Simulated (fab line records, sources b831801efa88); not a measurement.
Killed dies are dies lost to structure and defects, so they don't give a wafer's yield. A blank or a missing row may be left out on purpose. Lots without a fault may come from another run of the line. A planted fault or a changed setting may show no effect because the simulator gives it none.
Which tool did it? | flow gf180mcu | 14 lots, 42 wafers sampled, at 1 step of a route of 602

WHAT THE GAUGES READ, wafer by wafer
GF_CONTACT_THK_MEAS_01. Usual: CONTACT_CVD_00_THK 300 nm, standard deviation 3.4.
lot  | measured     | on            | CONTACT_CVD_00_THK (nm) | flag
L746 | day 15 07:12 | film_metro-03 | 295 297 297             |
L747 | day 15 15:44 | film_metro-02 | 301 302 300             |
L748 | day 15 20:25 | film_metro-02 | 301 305 304             |
L749 | day 16 04:52 | film_metro-02 | 301 299 298             |
L751 | day 16 19:52 | film_metro-02 | 305 294 300             |
L753 | day 17 17:18 | film_metro-03 | 299 301 300             |
L755 | day 18 06:55 | film_metro-02 | 295 297 295             |
L757 | day 19 08:14 | film_metro-04 | 299 299 304             |
L758 | day 19 15:32 | film_metro-03 | 295 293 299             |
L761 | day 20 17:22 | film_metro-02 | 300 303 297             |
L765 | day 21 23:20 | film_metro-03 | 305 297 300             |
L766 | day 22 13:25 | film_metro-04 | 294 296 301             |
L767 | day 22 20:43 | film_metro-04 | 296 299 301             |
L768 | day 23 09:15 | film_metro-04 | 299 300 303             |

WHICH TOOL RAN EACH LOT (tool, then ch and the chambers of the sampled wafers, then the start)
The record holds no process step before these readings.

WHAT THE TOOLS THEMSELVES READ (means of the sampled wafers that have a number; where no wafer has one, the mark that the record gives instead)
The record holds no such reading with a usual standard deviation.

THE ANSWER, worked out from the rows above alone
Rule: a lot is off if the mean of its wafers that have a number lies more than 3 standard deviations from the usual mean. A lot without any number at a reading at which 4 lots or more have one is off too. The other lots that the step has rows for count as sound. The gauges are gone through in route order, then the tools' own readings, and for those a lot's mean is taken as printed above. The first step at which some lot is off is used, and at that step the reading that is off furthest; a lot without a number counts as furthest.
No lot is off at any reading shown: from this, nothing can be told.

WHAT THE SIMULATOR HAD PUT IN
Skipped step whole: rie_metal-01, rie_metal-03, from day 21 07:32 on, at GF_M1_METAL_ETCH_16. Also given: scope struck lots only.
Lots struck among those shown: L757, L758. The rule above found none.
